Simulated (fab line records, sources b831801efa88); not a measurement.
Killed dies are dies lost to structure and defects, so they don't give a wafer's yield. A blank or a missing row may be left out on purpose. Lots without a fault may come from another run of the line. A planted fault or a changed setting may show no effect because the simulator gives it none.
fab line records | flow sky130
record lots=5 wafers=15 last_day=50
route steps=708 shown LDD_N@242 LDD_P@255 LDD_HVN@267 LDD_HVP@278 LDD_LDN@289
lots that met no fault: from a run of the same line without faults
start_h: hours from the record's first day to the start of the lot's first wafer shown | wait_h: hours since the lot's step before | " the same as in the row above | L1.1+2: a row that stands for several wafers | - no value, or no start given | * or withheld: withheld | < > ~ a bound
route shown NAME@n: a module of which the file shows steps, and the number in the route of the first | usual: mean/standard deviation of fault-free wafers | same: alike in all rows | chamber/n: place in a boat | sites: the reading at each site | _std_site: their standard deviation | _edge_site: outer sites' mean less inner sites' | radius_mm: how far each site lies from the wafer's centre | mask NAME#n: copy n | behind: the tool/chamber that last shaped the wafer | hold: why the lot was held/for how many hours/how that ended | device: the transistor (n, p or np) that didn't switch | end of line: the same wafers' tests at the end of the route | a step without rows: its recipe alone | killed: dies lost to structure and defects at the first sort, not the wafer's yield | map: a wafer's dies, x killed, . not, _ none there
set.NAME: the setting as run; set.NAME@STEP: as run at that earlier step | model.NAME: the simulator's own value behind a step, which no gauge read
lots at some steps of the route; a table a step, a row a wafer
services: from which hour (start_h, from the record's first day; less than 0 if before it) a tool's chamber was out of use, for how many hours, and why
## steps
# step SKY_LDD_N_PEB_05
# recipe temp_c=withheld time_s=* resist=NOVOLAK
# columns lot.wafer tool chamber start_h wait_h
L076.2+3+4 litho_track-01 0 - -
L084.1+4+5 litho_track-01 0 - -
L086.2+4+6 litho_track-03 0 - -
L089.2+3+4 litho_track-01 0 - -
L096.1+3+6 litho_track-03 0 - -
# step SKY_LDD_N_DEVELOP_06
# recipe develop_time_s=60 dev_temp_c=23
# columns lot.wafer tool chamber start_h wait_h
L076.2+3+4 litho_track-01 0 415.21 0.1
L084.1+4+5 litho_track-01 0 501.49 0.1
L086.2+4+6 litho_track-03 0 520.00 0.1
L089.2+3+4 litho_track-01 0 538.51 0.1
L096.1+3+6 litho_track-03 0 594.32 0.1
# step SKY_LDD_N_OVL_MEAS_07
# usual LDD_N_OVL=-0.3/1.4
# columns lot.wafer tool chamber start_h wait_h LDD_N_OVL[nm]
L076.2 overlay-01 - 415.35 0.1 -2.1
L076.3 " - " " -0.6
L076.4 " - " " -0.3
L084.1 overlay-02 - 501.64 0.1 -2.6
L084.4 " - " " -0.4
L084.5 " - " " -0.1
L086.2 overlay-01 - 520.13 0.1 -0.3
L086.4 " - " " -1.3
L086.6 " - " " -2.1
L089.2 overlay-01 - 538.64 0.1 2.3
L089.3 " - " " 1.7
L089.4 " - " " 1.2
L096.1 overlay-01 - 594.47 0.1 -0.5
L096.3 " - " " -0.4
L096.6 " - " " -0.2
# step SKY_LDD_N_IMPLANT_08
# recipe species=As energy_kev=20 dose_cm2=7.5e+13 tilt_deg=withheld rotation_deg=23
# columns lot.wafer tool chamber start_h wait_h
L076.2+3+4 implanter-04 0 415.40 0.0
L084.1+4+5 implanter-01 0 501.67 0.0
L086.2+4+6 implanter-03 0 520.19 0.0
L089.2+3+4 implanter-04 0 538.70 0.0
L096.1+3+6 implanter-03 0 594.51 0.0
# step SKY_LDD_N_IMPLANT_09
# recipe species=As energy_kev=20 dose_cm2=7.5e+13 tilt_deg=withheld rotation_deg=113
# columns lot.wafer tool chamber start_h wait_h
L076.2+3+4 implanter-04 0 415.55 0.1
L084.1+4+5 implanter-01 0 501.82 0.1
L086.2+4+6 implanter-03 0 520.34 0.1
L089.2+3+4 implanter-04 0 538.85 0.1
L096.1+3+6 implanter-03 0 594.66 0.1
# step SKY_LDD_N_IMPLANT_10
# recipe species=As energy_kev=20 dose_cm2=7.5e+13 tilt_deg=withheld rotation_deg=203
# columns lot.wafer tool chamber start_h wait_h
L076.2+3+4 implanter-04 0 415.70 0.1
L084.1+4+5 implanter-01 0 501.97 0.1
L086.2+4+6 implanter-03 0 520.49 0.1
L089.2+3+4 implanter-04 0 539.00 0.1
L096.1+3+6 implanter-03 0 594.81 0.1
# step SKY_LDD_N_IMPLANT_11
# recipe species=As energy_kev=20 dose_cm2=7.5e+13 tilt_deg=withheld rotation_deg=293
# columns lot.wafer tool chamber start_h wait_h
L076.2+3+4 implanter-04 0 415.85 0.1
L084.1+4+5 implanter-01 0 502.12 0.1
L086.2+4+6 implanter-03 0 520.64 0.1
L089.2+3+4 implanter-04 0 539.15 0.1
L096.1+3+6 implanter-03 0 594.96 0.1
# step SKY_LDD_N_IMPLANT_12
# recipe species=BF2 energy_kev=50 dose_cm2=5e+12 tilt_deg=30 rotation_deg=0
# columns lot.wafer tool chamber start_h wait_h
L076.2+3+4 implanter-04 0 416.00 0.1
L084.1+4+5 implanter-01 0 502.27 0.1
L086.2+4+6 implanter-03 0 520.79 0.1
L089.2+3+4 implanter-04 0 539.30 0.1
L096.1+3+6 implanter-03 0 595.11 0.1
# step SKY_LDD_N_IMPLANT_13
# recipe species=BF2 energy_kev=50 dose_cm2=5e+12 tilt_deg=30 rotation_deg=90
# columns lot.wafer tool chamber start_h wait_h
L076.2+3+4 implanter-04 0 416.15 0.1
L084.1+4+5 implanter-01 0 502.42 0.1
L086.2+4+6 implanter-03 0 520.94 0.1
L089.2+3+4 implanter-04 0 539.45 0.1
L096.1+3+6 implanter-03 0 595.26 0.1
# step SKY_LDD_N_IMPLANT_14
# recipe species=BF2 energy_kev=50 dose_cm2=5e+12 tilt_deg=30 rotation_deg=180
# columns lot.wafer tool chamber start_h wait_h
L076.2+3+4 implanter-04 0 416.30 0.1
L084.1+4+5 implanter-01 0 502.57 0.1
L086.2+4+6 implanter-03 0 521.09 0.1
L089.2+3+4 implanter-04 0 539.60 0.1
L096.1+3+6 implanter-03 0 595.41 0.1
# step SKY_LDD_N_IMPLANT_15
# recipe species=BF2 energy_kev=50 dose_cm2=5e+12 tilt_deg=30 rotation_deg=270
# columns lot.wafer tool chamber start_h wait_h
L076.2+3+4 implanter-04 0 416.45 0.1
L084.1+4+5 implanter-01 0 502.72 0.1
L086.2+4+6 implanter-03 0 521.24 0.1
L089.2+3+4 implanter-04 0 539.75 0.1
L096.1+3+6 implanter-03 0 595.56 0.1
# step SKY_LDD_N_STRIP_16
# recipe chemistry=O2/N2 power_w=1400 pressure_mtorr=1500 platen_temp_c=withheld o2_flow_sccm=3000 n2_flow_sccm=300 overash_fraction=0.5
# usual drypump_motor_current_A=5.6/0.52 oes_product_au=0.407/0.0049 strip_time_to_endpoint_s=4.317/0.013
# columns lot.wafer tool chamber start_h wait_h drypump_motor_current_A oes_product_au rf_hours_counter_h strip_time_to_endpoint_s
L076.2 plasma_asher-01 1 416.58 0.1 6.0 0.411 73 4.314
L076.3 " 1 " " 6.0 0.418 - 4.323
L076.4 " 0 " " 5.3 0.407 - 4.310
L084.1 plasma_asher-04 0 502.87 0.1 6.2 0.414 38 4.314
L084.4 " 0 " " 6.2 0.408 - 4.296
L084.5 " 1 " " 5.0 0.408 - 4.301
L086.2 plasma_asher-01 0 521.36 0.1 5.4 0.408 83 4.339
L086.4 " 0 " " 5.3 0.408 - 4.314
L086.6 " 0 " " 5.3 0.410 - 4.327
L089.2 plasma_asher-01 0 539.87 0.1 5.3 0.409 85 4.318
L089.3 " 0 " " 5.3 0.404 - 4.317
L089.4 " 1 " " 5.9 0.414 - 4.324
L096.1 plasma_asher-04 1 595.71 0.1 4.9 0.418 46 4.288
L096.3 " 0 " " 6.2 0.402 - 4.307
L096.6 " 0 " " 6.2 0.403 - 4.299
# step SKY_LDD_N_TW_MEAS_17
# usual LDD_N_TW=2574/17
# columns lot.wafer tool chamber start_h wait_h LDD_N_TW
L076.2 film_metro-04 - 416.69 0.1 2610
L076.3 " - " " 2602
L076.4 " - " " 2596
L084.1 film_metro-04 - 502.97 0.1 2600
L084.4 " - " " 2595
L084.5 " - " " 2599
L086.2 film_metro-03 - 521.47 0.1 2566
L086.4 " - " " 2560
L086.6 " - " " 2562
L089.2 film_metro-03 - 539.98 0.1 2570
L089.3 " - " " 2563
L089.4 " - " " 2562
L096.1 film_metro-01 - 595.81 0.1 2585
L096.3 " - " " 2568
L096.6 " - " " 2558
# step SKY_LDD_P_DEHYDRATE_00
# recipe temp_c=200 time_s=60
# columns lot.wafer tool chamber start_h wait_h
L076.2+3+4 litho_track-03 0 430.60 13.9
L084.1+4+5 litho_track-04 0 516.69 13.7
L086.2+4+6 litho_track-03 0 535.85 14.4
L089.2+3+4 litho_track-03 0 553.80 13.8
L096.1+3+6 litho_track-02 0 609.91 14.1
# step SKY_LDD_P_HMDS_01
# recipe prime_time_s=60 prime_temp_c=120
# columns lot.wafer tool chamber start_h wait_h
L076.2+3+4 litho_track-03 0 430.75 0.1
L084.1+4+5 litho_track-04 0 516.84 0.1
L086.2+4+6 litho_track-03 0 536.00 0.1
L089.2+3+4 litho_track-03 0 553.95 0.1
L096.1+3+6 litho_track-02 0 610.06 0.1
# step SKY_LDD_P_COAT_02
# recipe resist=NOVOLAK spin_rpm=3000 resist_thk_nm=1140
# usual spin_speed_rpm=2999.8/1.8
# columns lot.wafer tool chamber start_h wait_h spin_speed_rpm
L076.2 litho_track-03 0 430.90 0.1 3000.2
L076.3 " 0 " " 2999.4
L076.4 " 0 " " 2996.0
L084.1 litho_track-04 0 516.99 0.1 2997.1
L084.4 " 0 " " 3000.2
L084.5 " 0 " " 2997.6
L086.2 litho_track-03 0 536.15 0.1 2996.7
L086.4 " 0 " " 2997.0
L086.6 " 0 " " 3003.1
L089.2 litho_track-03 0 554.10 0.1 3000.6
L089.3 " 0 " " 3001.8
L089.4 " 0 " " 3000.1
L096.1 litho_track-02 0 610.21 0.1 2996.8
L096.3 " 0 " " 2998.9
L096.6 " 0 " " 3002.4
# step SKY_LDD_P_SOFTBAKE_03
# recipe temp_c=90 time_s=60 resist=NOVOLAK
# columns lot.wafer tool chamber start_h wait_h
L076.2+3+4 litho_track-03 0 431.05 0.1
L084.1+4+5 litho_track-04 0 517.14 0.1
L086.2+4+6 litho_track-03 0 536.30 0.1
L089.2+3+4 litho_track-03 0 554.25 0.1
L096.1+3+6 litho_track-02 0 610.36 0.1
# step SKY_LDD_P_EXPOSE_04
# recipe mask_id=PSDM na=0.6 source_shape=conventional sigma_outer=0.6 polarization=unpolarized target_cd_nm=380 dose_mj=138
# columns lot.wafer tool chamber start_h wait_h mask
L076.2+3+4 iline_stepper-01 0 - - PSDM#0
L084.1+4+5 iline_stepper-02 0 - - PSDM#0
L086.2+4+6 iline_stepper-02 0 - - PSDM#0
L089.2+3+4 iline_stepper-02 0 - - PSDM#0
L096.1+3+6 iline_stepper-01 0 - - PSDM#0
# step SKY_LDD_P_PEB_05
# recipe temp_c=withheld time_s=* resist=NOVOLAK
# columns lot.wafer tool chamber start_h wait_h
L076.2+3+4 litho_track-02 0 - -
L084.1+4+5 litho_track-02 0 - -
L086.2+4+6 litho_track-03 0 - -
L089.2+3+4 litho_track-03 0 - -
L096.1+3+6 litho_track-02 0 - -
# step SKY_LDD_P_DEVELOP_06
# recipe resist=NOVOLAK developer=TMAH develop_time_s=60 dev_temp_c=23
# columns lot.wafer tool chamber start_h wait_h
L076.2+3+4 litho_track-02 0 446.19 0.1
L084.1+4+5 litho_track-02 0 532.21 0.1
L086.2+4+6 litho_track-03 0 550.75 0.1
L089.2+3+4 litho_track-03 0 569.15 0.1
L096.1+3+6 litho_track-02 0 624.71 0.1
# step SKY_LDD_P_CD_MEAS_07
# recipe target_cd_nm=380
# usual cd_nm=378.9/2.7
# columns lot.wafer tool chamber start_h wait_h cd_nm
L076.2 cd_sem-02 - 446.33 0.1 374.6
L076.3 " - " " 375.2
L076.4 " - " " 376.6
L084.1 cd_sem-02 - 532.36 0.1 384.1
L084.4 " - " " 381.1
L084.5 " - " " 379.1
L086.2 cd_sem-01 - 550.89 0.1 383.9
L086.4 " - " " 382.2
L086.6 " - " " 380.6
L089.2 cd_sem-02 - 569.29 0.1 378.1
L089.3 " - " " 379.5
L089.4 " - " " 378.4
L096.1 cd_sem-02 - 624.86 0.1 380.6
L096.3 " - " " 382.1
L096.6 " - " " 380.4
# step SKY_LDD_P_OVL_MEAS_08
# usual LDD_P_OVL=-0.3/1.3
# columns lot.wafer tool chamber start_h wait_h LDD_P_OVL[nm]
L076.2 overlay-01 - 446.44 0.1 0.3
L076.3 " - " " -0.5
L076.4 " - " " 0.8
L084.1 overlay-01 - 532.48 0.1 0.8
L084.4 " - " " 3.0
L084.5 " - " " 1.4
L086.2 overlay-01 - 551.00 0.1 -0.9
L086.4 " - " " -0.1
L086.6 " - " " 0.8
L089.2 overlay-01 - 569.40 0.1 0.3
L089.3 " - " " 1.1
L089.4 " - " " 1.0
L096.1 overlay-02 - 624.98 0.1 -0.5
L096.3 " - " " 0.4
L096.6 " - " " -0.6
# step SKY_LDD_P_IMPLANT_09
# recipe species=BF2 energy_kev=25 dose_cm2=1e+13 tilt_deg=withheld
# columns lot.wafer tool chamber start_h wait_h
L076.2+3+4 implanter-02 0 446.49 0.0
L084.1+4+5 implanter-03 0 532.52 0.0
L086.2+4+6 implanter-04 0 551.06 0.0
L089.2+3+4 implanter-04 0 569.46 0.0
L096.1+3+6 implanter-04 0 625.02 0.0
# step SKY_LDD_P_STRIP_10
# recipe chemistry=O2/N2 power_w=1400 pressure_mtorr=1500 platen_temp_c=withheld o2_flow_sccm=3000 n2_flow_sccm=300 overash_fraction=0.5
# usual drypump_motor_current_A=5.7/0.35 oes_product_au=0.715/0.0048 strip_time_to_endpoint_s=14.20/0.034
# columns lot.wafer tool chamber start_h wait_h drypump_motor_current_A oes_product_au rf_hours_counter_h strip_time_to_endpoint_s
L076.2 plasma_asher-02 1 446.62 0.1 5.9 0.716 1 14.16
L076.3 " 0 " " 5.8 0.719 - 14.15
L076.4 " 1 " " 5.9 0.723 - 14.15
L084.1 plasma_asher-04 0 532.67 0.1 6.2 0.711 41 14.19
L084.4 " 0 " " 6.2 0.719 - 14.19
L084.5 " 1 " " 5.0 0.710 - 14.17
L086.2 plasma_asher-01 0 551.18 0.1 5.3 0.710 86 14.21
L086.4 " 1 " " 6.0 0.719 - 14.29
L086.6 " 0 " " 5.3 0.719 - 14.24
L089.2 plasma_asher-02 0 569.58 0.1 5.8 0.713 14 14.18
L089.3 " 0 " " 5.8 0.724 - 14.15
L089.4 " 1 " " 5.9 0.714 - 14.17
L096.1 plasma_asher-01 1 625.17 0.1 6.0 0.715 94 14.20
L096.3 " 1 " " 5.9 0.718 - 14.20
L096.6 " 1 " " 5.9 0.718 - 14.19
# step SKY_LDD_P_TW_MEAS_11
# usual LDD_P_TW=631/3.6
# columns lot.wafer tool chamber start_h wait_h LDD_P_TW
L076.2 film_metro-04 - 446.73 0.1 633
L076.3 " - " " 634
L076.4 " - " " 634
L084.1 film_metro-02 - 532.77 0.1 629
L084.4 " - " " 631
L084.5 " - " " 627
L086.2 film_metro-03 - 551.29 0.1 631
L086.4 " - " " 630
L086.6 " - " " 629
L089.2 film_metro-02 - 569.69 0.1 637
L089.3 " - " " 637
L089.4 " - " " 635
L096.1 film_metro-03 - 625.27 0.1 628
L096.3 " - " " 627
L096.6 " - " " 626
# step SKY_LDD_HVN_DEHYDRATE_00
# recipe temp_c=200 time_s=60
# columns lot.wafer tool chamber start_h wait_h
L076.2+3+4 litho_track-01 0 461.66 14.9
L084.1+4+5 litho_track-03 0 546.52 13.7
L086.2+4+6 litho_track-01 0 565.76 14.5
L089.2+3+4 litho_track-04 0 583.67 14.0
L096.1+3+6 litho_track-03 0 639.12 13.8
# step SKY_LDD_HVN_HMDS_01
# recipe prime_time_s=60 prime_temp_c=120
# columns lot.wafer tool chamber start_h wait_h
L076.2+3+4 litho_track-01 0 461.81 0.1
L084.1+4+5 litho_track-03 0 546.67 0.1
L086.2+4+6 litho_track-01 0 565.91 0.1
L089.2+3+4 litho_track-04 0 583.82 0.1
L096.1+3+6 litho_track-03 0 639.27 0.1
# step SKY_LDD_HVN_COAT_02
# recipe resist=NOVOLAK spin_rpm=3000 resist_thk_nm=300
# usual spin_speed_rpm=3000.1/1.8
# columns lot.wafer tool chamber start_h wait_h spin_speed_rpm
L076.2 litho_track-01 0 461.96 0.1 2999.0
L076.3 " 0 " " 2999.1
L076.4 " 0 " " 2998.3
L084.1 litho_track-03 0 546.82 0.1 3000.2
L084.4 " 0 " " 3003.5
L084.5 " 0 " " 2998.9
L086.2 litho_track-01 0 566.06 0.1 3001.1
L086.4 " 0 " " 3001.6
L086.6 " 0 " " 2998.8
L089.2 litho_track-04 0 583.97 0.1 3002.8
L089.3 " 0 " " 3002.7
L089.4 " 0 " " 3000.5
L096.1 litho_track-03 0 639.42 0.1 3000.5
L096.3 " 0 " " 3002.8
L096.6 " 0 " " 3003.3
# step SKY_LDD_HVN_SOFTBAKE_03
# recipe temp_c=90 time_s=60 resist=NOVOLAK
# columns lot.wafer tool chamber start_h wait_h
L076.2+3+4 litho_track-01 0 462.11 0.1
L084.1+4+5 litho_track-03 0 546.97 0.1
L086.2+4+6 litho_track-01 0 566.21 0.1
L089.2+3+4 litho_track-04 0 584.12 0.1
L096.1+3+6 litho_track-03 0 639.57 0.1
# step SKY_LDD_HVN_EXPOSE_04
# recipe mask_id=HVNTM na=0.6 source_shape=conventional sigma_outer=0.6 polarization=unpolarized target_cd_nm=700 dose_mj=127
# columns lot.wafer tool chamber start_h wait_h mask
L076.2+3+4 iline_stepper-02 0 - - HVNTM#0
L084.1+4+5 iline_stepper-02 0 - - HVNTM#0
L086.2+4+6 iline_stepper-01 0 - - HVNTM#0
L089.2+3+4 iline_stepper-01 0 - - HVNTM#0
L096.1+3+6 iline_stepper-02 0 - - HVNTM#0
# step SKY_LDD_HVN_PEB_05
# recipe temp_c=withheld time_s=* resist=NOVOLAK
# columns lot.wafer tool chamber start_h wait_h
L076.2+3+4 litho_track-04 0 - -
L084.1+4+5 litho_track-04 0 - -
L086.2+4+6 litho_track-03 0 - -
L089.2+3+4 litho_track-03 0 - -
L096.1+3+6 litho_track-03 0 - -
# step SKY_LDD_HVN_DEVELOP_06
# recipe resist=NOVOLAK developer=TMAH develop_time_s=60 dev_temp_c=23
# columns lot.wafer tool chamber start_h wait_h
L076.2+3+4 litho_track-04 0 477.57 0.1
L084.1+4+5 litho_track-04 0 562.39 0.1
L086.2+4+6 litho_track-03 0 581.00 0.1
L089.2+3+4 litho_track-03 0 599.50 0.1
L096.1+3+6 litho_track-03 0 653.02 0.1
# step SKY_LDD_HVN_OVL_MEAS_07
# usual LDD_HVN_OVL=0.1/1.3
# columns lot.wafer tool chamber start_h wait_h LDD_HVN_OVL[nm]
L076.2 overlay-02 - 477.70 0.1 0.2
L076.3 " - " " -0.7
L076.4 " - " " -2.0
L084.1 overlay-02 - 562.54 0.1 -3.5
L084.4 " - " " -3.1
L084.5 " - " " -1.7
L086.2 overlay-02 - 581.13 0.1 -0.6
L086.4 " - " " -0.8
L086.6 " - " " -0.1
L089.2 overlay-01 - 599.63 0.1 -0.7
L089.3 " - " " -0.5
L089.4 " - " " 1.2
L096.1 overlay-01 - 653.17 0.1 0.1
L096.3 " - " " -1.4
L096.6 " - " " 0.7
# step SKY_LDD_HVN_IMPLANT_08
# recipe species=P energy_kev=60 dose_cm2=3e+13 tilt_deg=40
# columns lot.wafer tool chamber start_h wait_h
L076.2+3+4 implanter-01 0 477.75 0.0
L084.1+4+5 implanter-01 0 562.58 0.0
L086.2+4+6 implanter-03 0 581.19 0.0
L089.2+3+4 implanter-02 0 599.69 0.0
L096.1+3+6 implanter-02 0 653.21 0.0
# step SKY_LDD_HVN_STRIP_09
# recipe chemistry=O2/N2 power_w=1400 pressure_mtorr=1500 platen_temp_c=withheld o2_flow_sccm=3000 n2_flow_sccm=300 overash_fraction=0.5
# usual drypump_motor_current_A=5.6/0.53 oes_product_au=0.409/0.0044 strip_time_to_endpoint_s=4.133/0.016
# columns lot.wafer tool chamber start_h wait_h drypump_motor_current_A oes_product_au rf_hours_counter_h strip_time_to_endpoint_s
L076.2 plasma_asher-02 1 477.88 0.1 5.9 0.414 4 4.099
L076.3 " 0 " " 5.8 0.413 - 4.113
L076.4 " 1 " " 5.9 0.407 - 4.109
L084.1 plasma_asher-02 1 562.73 0.1 5.9 0.410 13 4.148
L084.4 " 1 " " 5.9 0.412 - 4.145
L084.5 " 1 " " 5.9 0.407 - 4.145
L086.2 plasma_asher-04 1 581.31 0.1 5.0 0.410 44 4.133
L086.4 " 1 " " 5.0 0.413 - 4.141
L086.6 " 0 " " 6.2 0.408 - 4.151
L089.2 plasma_asher-02 1 599.81 0.1 5.9 0.417 17 4.132
L089.3 " 0 " " 5.8 0.409 - 4.152
L089.4 " 1 " " 5.9 0.408 - 4.112
L096.1 plasma_asher-03 1 653.36 0.1 6.1 0.406 84 4.121
L096.3 " 1 " " 6.1 0.411 - 4.146
L096.6 " 1 " " 6.1 0.409 - 4.126
# step SKY_LDD_HVN_TW_MEAS_10
# usual LDD_HVN_TW=1435/6.6
# columns lot.wafer tool chamber start_h wait_h LDD_HVN_TW
L076.2 film_metro-01 - 477.99 0.1 1430
L076.3 " - " " 1430
L076.4 " - " " 1433
L084.1 film_metro-02 - 562.83 0.1 1437
L084.4 " - " " 1445
L084.5 " - " " 1449
L086.2 film_metro-01 - 581.42 0.1 1428
L086.4 " - " " 1427
L086.6 " - " " 1426
L089.2 film_metro-01 - 599.92 0.1 1429
L089.3 " - " " 1429
L089.4 " - " " 1434
L096.1 film_metro-04 - 653.46 0.1 1433
L096.3 " - " " 1434
L096.6 " - " " 1433
# step SKY_LDD_HVP_DEHYDRATE_00
# recipe temp_c=200 time_s=60
# columns lot.wafer tool chamber start_h wait_h
L076.2+3+4 litho_track-04 0 492.67 14.7
L084.1+4+5 litho_track-01 0 576.64 13.8
L086.2+4+6 litho_track-01 0 594.91 13.5
L089.2+3+4 litho_track-01 0 613.41 13.5
L096.1+3+6 litho_track-02 0 667.01 13.5
# step SKY_LDD_HVP_HMDS_01
# recipe prime_time_s=60 prime_temp_c=120
# columns lot.wafer tool chamber start_h wait_h
L076.2+3+4 litho_track-04 0 492.82 0.1
L084.1+4+5 litho_track-01 0 576.79 0.1
L086.2+4+6 litho_track-01 0 595.06 0.1
L089.2+3+4 litho_track-01 0 613.56 0.1
L096.1+3+6 litho_track-02 0 667.16 0.1
# step SKY_LDD_HVP_COAT_02
# recipe resist=NOVOLAK spin_rpm=3000 resist_thk_nm=300
# usual spin_speed_rpm=3000.2/1.8
# columns lot.wafer tool chamber start_h wait_h spin_speed_rpm
L076.2 litho_track-04 0 492.97 0.1 3001.3
L076.3 " 0 " " 3001.5
L076.4 " 0 " " 3002.7
L084.1 litho_track-01 0 576.94 0.1 3000.2
L084.4 " 0 " " 2999.3
L084.5 " 0 " " 3000.5
L086.2 litho_track-01 0 595.21 0.1 2999.6
L086.4 " 0 " " 3000.2
L086.6 " 0 " " 2999.2
L089.2 litho_track-01 0 613.71 0.1 2998.9
L089.3 " 0 " " 3001.9
L089.4 " 0 " " 3000.2
L096.1 litho_track-02 0 667.31 0.1 3000.6
L096.3 " 0 " " 2998.2
L096.6 " 0 " " 2999.8
# step SKY_LDD_HVP_SOFTBAKE_03
# recipe temp_c=90 time_s=60 resist=NOVOLAK
# columns lot.wafer tool chamber start_h wait_h
L076.2+3+4 litho_track-04 0 493.12 0.1
L084.1+4+5 litho_track-01 0 577.09 0.1
L086.2+4+6 litho_track-01 0 595.36 0.1
L089.2+3+4 litho_track-01 0 613.86 0.1
L096.1+3+6 litho_track-02 0 667.46 0.1
# step SKY_LDD_HVP_EXPOSE_04
# recipe mask_id=HVPTM na=0.6 source_shape=conventional sigma_outer=0.6 polarization=unpolarized target_cd_nm=700 dose_mj=86
# columns lot.wafer tool chamber start_h wait_h mask
L076.2+3+4 iline_stepper-02 0 - - HVPTM#0
L084.1+4+5 iline_stepper-01 0 - - HVPTM#0
L086.2+4+6 iline_stepper-01 0 - - HVPTM#0
L089.2+3+4 iline_stepper-01 0 - - HVPTM#0
L096.1+3+6 iline_stepper-02 0 - - HVPTM#0
# step SKY_LDD_HVP_PEB_05
# recipe temp_c=withheld time_s=* resist=NOVOLAK
# columns lot.wafer tool chamber start_h wait_h
L076.2+3+4 litho_track-01 0 - -
L084.1+4+5 litho_track-02 0 - -
L086.2+4+6 litho_track-04 0 - -
L089.2+3+4 litho_track-04 0 - -
L096.1+3+6 litho_track-01 0 - -
# step SKY_LDD_HVP_DEVELOP_06
# recipe resist=NOVOLAK developer=TMAH develop_time_s=60 dev_temp_c=23
# columns lot.wafer tool chamber start_h wait_h
L076.2+3+4 litho_track-01 0 508.81 0.1
L084.1+4+5 litho_track-02 0 591.91 0.1
L086.2+4+6 litho_track-04 0 610.02 0.1
L089.2+3+4 litho_track-04 0 628.22 0.1
L096.1+3+6 litho_track-01 0 680.94 0.1
# step SKY_LDD_HVP_OVL_MEAS_07
# usual LDD_HVP_OVL=0.2/1.5
# columns lot.wafer tool chamber start_h wait_h LDD_HVP_OVL[nm]
L076.2 overlay-02 - 508.94 0.1 -1.1
L076.3 " - " " 1.1
L076.4 " - " " -0.1
L084.1 overlay-01 - 592.06 0.1 0.1
L084.4 " - " " -0.4
L084.5 " - " " -0.2
L086.2 overlay-02 - 610.15 0.1 0.6
L086.4 " - " " -1.4
L086.6 " - " " -0.1
L089.2 overlay-01 - 628.35 0.1 -1.7
L089.3 " - " " 0.4
L089.4 " - " " -0.6
L096.1 overlay-02 - 681.09 0.1 2.6
L096.3 " - " " 1.8
L096.6 " - " " 2.1
# step SKY_LDD_HVP_IMPLANT_08
# recipe species=B energy_kev=20 dose_cm2=1.7e+13 tilt_deg=17.9
# columns lot.wafer tool chamber start_h wait_h
L076.2+3+4 implanter-01 0 509.00 0.0
L084.1+4+5 implanter-04 0 592.10 0.0
L086.2+4+6 implanter-02 0 610.20 0.0
L089.2+3+4 implanter-02 0 628.40 0.0
L096.1+3+6 implanter-04 0 681.12 0.0
# step SKY_LDD_HVP_STRIP_09
# recipe chemistry=O2/N2 power_w=1400 pressure_mtorr=1500 platen_temp_c=withheld o2_flow_sccm=3000 n2_flow_sccm=300 overash_fraction=0.5
# usual drypump_motor_current_A=5.6/0.49 oes_product_au=0.409/0.0046 strip_time_to_endpoint_s=4.140/0.015
# columns lot.wafer tool chamber start_h wait_h drypump_motor_current_A oes_product_au rf_hours_counter_h strip_time_to_endpoint_s
L076.2 plasma_asher-03 0 509.12 0.1 4.9 0.404 69 4.118
L076.3 " 1 " " 6.1 0.411 - 4.115
L076.4 " 0 " " 4.8 0.406 - 4.131
L084.1 plasma_asher-02 1 592.25 0.1 5.9 0.404 16 4.166
L084.4 " 1 " " 5.9 0.409 - 4.153
L084.5 " 1 " " 5.9 0.415 - 4.149
L086.2 plasma_asher-03 0 610.33 0.1 4.9 0.410 80 4.143
L086.4 " 0 " " 4.9 0.409 - 4.164
L086.6 " 1 " " 6.1 0.408 - 4.167
L089.2 plasma_asher-01 0 628.53 0.1 5.3 0.403 94 4.132
L089.3 " 0 " " 5.3 0.415 - 4.114
L089.4 " 1 " " 6.0 0.404 - 4.150
L096.1 plasma_asher-01 0 681.27 0.1 5.3 0.417 100 4.129
L096.3 " 0 " " 5.3 0.401 - 4.129
L096.6 " 1 " " 5.9 0.415 - 4.102
# step SKY_LDD_HVP_TW_MEAS_10
# usual LDD_HVP_TW=453.4/2.8
# columns lot.wafer tool chamber start_h wait_h LDD_HVP_TW
L076.2 film_metro-02 - 509.23 0.1 451.5
L076.3 " - " " 452.1
L076.4 " - " " 453.7
L084.1 film_metro-01 - 592.35 0.1 453.9
L084.4 " - " " 455.4
L084.5 " - " " 454.2
L086.2 film_metro-03 - 610.44 0.1 450.7
L086.4 " - " " 451.4
L086.6 " - " " 454.6
L089.2 film_metro-01 - 628.64 0.1 457.9
L089.3 " - " " 456.0
L089.4 " - " " 457.0
L096.1 film_metro-03 - 681.37 0.1 455.6
L096.3 " - " " 453.5
L096.6 " - " " 454.1
# step SKY_LDD_LDN_DEHYDRATE_00
# recipe temp_c=200 time_s=60
# columns lot.wafer tool chamber start_h wait_h
L076.2+3+4 litho_track-02 0 523.89 14.6
L084.1+4+5 litho_track-03 0 605.97 13.6
L086.2+4+6 litho_track-01 0 624.36 13.9
L089.2+3+4 litho_track-01 0 642.36 13.7
L096.1+3+6 litho_track-02 0 695.21 13.8
# step SKY_LDD_LDN_HMDS_01
# recipe prime_time_s=60 prime_temp_c=120
# columns lot.wafer tool chamber start_h wait_h
L076.2+3+4 litho_track-02 0 524.04 0.1
L084.1+4+5 litho_track-03 0 606.12 0.1
L086.2+4+6 litho_track-01 0 624.51 0.1
L089.2+3+4 litho_track-01 0 642.51 0.1
L096.1+3+6 litho_track-02 0 695.36 0.1
## services
# columns tool chamber start_h hours kind
implanter-01 - 408.94 1.4 repair
plasma_asher-02 - 421.25 9.0 pm
iline_stepper-02 - 421.82 1.7 pm
implanter-02 - 436.30 0.7 repair
iline_stepper-01 - 458.37 2.1 pm
implanter-02 - 461.70 1.5 pm
plasma_asher-04 - 505.68 3.7 repair
iline_stepper-01 - 523.07 1.7 pm
iline_stepper-02 - 525.18 2.1 pm
plasma_asher-04 - 535.30 12.7 repair
implanter-03 - 550.34 4.4 pm
implanter-02 - 568.68 1.0 repair
implanter-04 - 592.75 2.4 repair
iline_stepper-02 - 602.57 10.5 repair
implanter-01 - 618.56 3.5 pm
iline_stepper-02 - 619.68 4.4 repair
implanter-02 - 623.79 3.9 repair
plasma_asher-02 - 625.56 10.3 pm
iline_stepper-02 - 640.00 1.7 pm
iline_stepper-01 - 642.17 24.6 repair
implanter-04 - 651.08 8.6 pm
implanter-03 - 659.05 4.1 pm
implanter-03 - 667.31 3.3 repair
implanter-04 - 683.55 4.2 pm
## key
fault none
